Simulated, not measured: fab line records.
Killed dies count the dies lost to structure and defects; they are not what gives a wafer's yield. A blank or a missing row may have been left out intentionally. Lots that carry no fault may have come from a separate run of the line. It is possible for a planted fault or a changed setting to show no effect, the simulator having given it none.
One fault seen from 2 desks | flow sky130 | each desk has only its own numbers; what lay behind them comes last

== METROLOGY DESK ==
What the gauges read, lot by lot, whatever tool the lot ran on: means of the sampled wafers that have a number. Any lot whose mean is over 4 standard deviations away from the usual mean is out of limits and marked OUT; that distance is given in the brackets.
Columns: A = VIA4_OVL at SKY_VIA4_OVL_MEAS_11, usual 0.0 nm; B = METAL5_ALCU_RS at SKY_METAL5_RS_MEAS_05, usual 0.0271 ohm/sq; C = METAL5_ALCU_THK at SKY_METAL5_THK_MEAS_06, usual 1147 nm
lot  | first seen here | A    | B                | C
L985 | day 42 15:15    | -0.3 | 0.0272           | 1141
L986 | day 43 03:56    | 0.3  | 0.0270           | 1134
L987 | day 43 06:17    | -1.7 | 0.0270           | 1136
L988 | day 43 15:51    | 0.0  | 0.0270           | 1134
L989 | day 43 22:45    | -2.7 | 0.0269           | 1161
L990 | day 44 16:58    | -0.3 | 0.0271           | 1161
L991 | day 44 21:41    | -0.8 | 0.0270           | 1159
L993 | day 45 01:16    | 1.4  | 0.0273           | 1133
L998 | day 46 17:57    | -0.3 | 0.0227 (-14) OUT | 1466 (+20) OUT
L999 | day 46 23:19    | 0.1  | 0.0232 (-12) OUT | 1447 (+19) OUT
L101 | day 47 00:18    | 0.6  | 0.0232 (-12) OUT | 1445 (+19) OUT
L103 | day 47 16:07    | 1.8  | 0.0272           | 1132
L102 | day 47 17:18    | 3.0  | 0.0270           | 1151
L104 | day 47 21:09    | 1.7  | 0.0279           | 1137
L106 | day 48 17:51    | -1.4 | 0.0276           | 1138
This desk's result: L101, L998, L999 out of limits, first on L998 (METAL5_ALCU_RS at SKY_METAL5_RS_MEAS_05), day 46 19:31. L985, L986, L987, L988, L989, L990, L991, L993, L103, L102, L104, L106: within limits.

== THE TOOL OWNER'S DESK: pvdSputter-04 ==
The tool's own readings at SKY_METAL5_SPUTTER_02 (material AlCu, target thk 1150 nm, time 61.2 s): means of the sampled wafers that have a number, for each lot that ran on this tool. Any lot whose mean is over 4 standard deviations away from the usual mean is out of limits and marked OUT; that distance is given in the brackets.
Columns: A = throttleValvePct at SKY_METAL5_SPUTTER_02, usual 29.8 %
lot  | first seen here | A
L998 | day 46 19:23    | 29.4
L999 | day 47 00:48    | 29.8
L101 | day 47 01:54    | 29.8
This desk found nothing out of limits on any of the 3 lots.

== TAKEN TOGETHER ==
On L101, L998, L999, the metrology desk was in a position to raise an alarm at day 46 19:31.
The desk of the tool owner found nothing out of limits.
Tool owner's desk: L101, L998, L999 on record, inside its limits.
Of the lots named, all ran SKY_METAL5_SPUTTER_02 on pvdSputter-04.

== WHAT THE SIMULATOR PUT IN ==
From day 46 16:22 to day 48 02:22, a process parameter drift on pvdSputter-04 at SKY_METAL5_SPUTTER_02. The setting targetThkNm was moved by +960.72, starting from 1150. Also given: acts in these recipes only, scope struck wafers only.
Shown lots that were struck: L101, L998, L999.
Time in hours between the start of the fault and the first out-of-limits reading at each desk: metrology desk, 3.
